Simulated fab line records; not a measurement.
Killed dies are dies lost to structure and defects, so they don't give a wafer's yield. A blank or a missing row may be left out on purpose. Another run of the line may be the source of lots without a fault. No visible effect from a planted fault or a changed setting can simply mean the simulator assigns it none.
Split-lot study | flow sfq_line | route with 325 steps; 5 lots, 23 wafers read

== SPLIT DETAILS ==
At SFQ_TRILAYER_M0_DEP_SPUTTER_019 (material Nb, target thk 200 nm, time 133.3 s), the setting time_s was moved away from the recipe's 133.3 s on 11 of the 23 wafers read, by -8.4% to +12.1%. This setting was run at the recipe's value on the other wafers.

== FROM THE SPLIT TO THE READING: what the file shows between them, 5 steps ==
- SFQ_M0_RS_MEAS_904: measures by four-point-probe
- SFQ_TRILAYER_M0_LITHO_EXPOSE_022: exposes mask M0, target cd 500 nm (also split here: dose_mj)
- SFQ_TRILAYER_M0_LITHO_PEB_024: peb time 60 s
- SFQ_TRILAYER_M0_LITHO_DEVELOP_023: time 60 s
- SFQ_TRILAYER_M0_BARC_OPEN_METAL_ETCH_031: etches BARC in O2, target depth 125 nm, time 41.7 s

== THE READING ==
oes_product_au, in a.u., at SFQ_TRILAYER_M0_ETCH_METAL_ETCH_024 (etches Nb in Cl2/Ar, stops on SiO2, target depth 240 nm, time 120 s). On this fab line, fault-free wafers typically give 0.894 a.u. with a standard deviation of 0.0065 a.u.

wafer  | tool, chamber at the split | time_s as run, s | against the recipe | oes_product_au, a.u. | against lot-mates on the recipe
L074.2 | pvd_sputter-04, -          | 133.3            | recipe             | 0.886                | -
L074.3 | pvd_sputter-04, -          | 149.4            | +12.1%             | 0.951                | +0.059
L074.4 | pvd_sputter-04, -          | 149.4            | +12.1%             | 0.952                | +0.060
L074.5 | pvd_sputter-04, -          | 133.3            | recipe             | 0.897                | -
L074.6 | pvd_sputter-04, -          | 149.4            | +12.1%             | 0.954                | +0.062
L076.1 | pvd_sputter-04, -          | 133.3            | recipe             | 0.900                | -
L076.2 | pvd_sputter-04, -          | 122.1            | -8.4%              | 0.854                | -0.044
L076.3 | pvd_sputter-04, -          | 122.1            | -8.4%              | 0.855                | -0.043
L076.4 | pvd_sputter-04, -          | 122.1            | -8.4%              | 0.866                | -0.032
L076.6 | pvd_sputter-04, -          | 133.3            | recipe             | 0.896                | -
L077.2 | pvd_sputter-06, -          | 142.2            | +6.7%              | 0.931                | +0.034
L077.3 | pvd_sputter-06, -          | 142.2            | +6.7%              | 0.933                | +0.036
L077.4 | pvd_sputter-06, -          | 133.3            | recipe             | 0.894                | -
L077.5 | pvd_sputter-06, -          | 133.3            | recipe             | 0.901                | -
L077.6 | pvd_sputter-06, -          | 133.3            | recipe             | 0.896                | -
L079.1 | pvd_sputter-06, -          | 142.7            | +7.1%              | 0.926                | +0.025
L079.3 | pvd_sputter-06, -          | 133.3            | recipe             | 0.906                | -
L079.4 | pvd_sputter-06, -          | 142.7            | +7.1%              | 0.944                | +0.043
L079.5 | pvd_sputter-06, -          | 142.7            | +7.1%              | 0.931                | +0.030
L079.6 | pvd_sputter-06, -          | 133.3            | recipe             | 0.896                | -
L083.1 | pvd_sputter-05, -          | 133.3            | recipe             | 0.901                | -
L083.2 | pvd_sputter-05, -          | 133.3            | recipe             | 0.899                | -
L083.6 | pvd_sputter-05, -          | 133.3            | recipe             | 0.907                | -

THE FIT
A straight line over all 23 wafers: oes_product_au changes by +0.00469 a.u. for each +1% of time_s; r = +0.98; the points scatter about the line by 0.0056 a.u.
The same after taking each lot's own level away (the mean of its wafers on the recipe; 23 wafers): +0.00489 a.u. for each +1%; r = +0.99; scatter 0.0048 a.u.
That fit puts the effect of the largest move of time_s on the reading at 0.059 a.u.
Measured against the standard deviation above, the lots' own levels, which go from 0.8915 to 0.9023 a.u., span 1.7 times it.
The two slopes are in agreement: the lot-to-lot level therefore moves the slope only a little.
Check: with one of the wafers moved furthest among these (+12.1%) left out of the fit, the line predicts +0.0595 a.u. for it against its lot-mates. It came out at +0.0595 a.u. against them.

== OTHER SPLITS APPLIED TO THESE WAFERS ==
Before the reading, these wafers also passed through other splits. Each is held against what the fit with the lots' levels taken away leaves over:
other split on the same wafers                  | wafers away from the commonest value | r with oes_product_au (lot level and that fit taken away)
SFQ_TRILAYER_L0_LITHO_PEB_008 peb_temp_c        | 10                                   | +0.13
SFQ_TRILAYER_L0_BARC_OPEN_METAL_ETCH_010 time_s | 7                                    | -0.29
SFQ_TRILAYER_L0_VIA_LITHO_PEB_016 peb_time_s    | 10                                   | +0.24
SFQ_TRILAYER_M0_LITHO_EXPOSE_022 dose_mj        | 11                                   | -0.08

== THE WHOLE CHAIN: every reading that the file lists as answering this split, in the file's order ==
step                                | what it does                                                        | reading                                                                                   | change (the file's fit)                   | r (the file's)
SFQ_TRILAYER_M0_DEP_SPUTTER_019     | material Nb, target thk 200 nm, time 133.3 s                        | Nb_of_TRILAYER_M0_DEP_SPUTTER_019.thk_nm (the simulator's own value, which no gauge read) | +2.02 nm for each +1% of the setting      | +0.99
SFQ_M0_RS_MEAS_904                  | measures by four-point-probe                                        | M0_NB_RS                                                                                  | -0.0085 for each +1% of the setting       | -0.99
SFQ_TRILAYER_M0_ETCH_METAL_ETCH_024 | etches Nb in Cl2/Ar, stops on SiO2, target depth 240 nm, time 120 s | oes_product_au                                                                            | +0.00494 a.u. for each +1% of the setting | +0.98

== THE FILE'S OWN FIT ==
oes_product_au changes by +0.00494 a.u. for each +1% of time_s, r = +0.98.
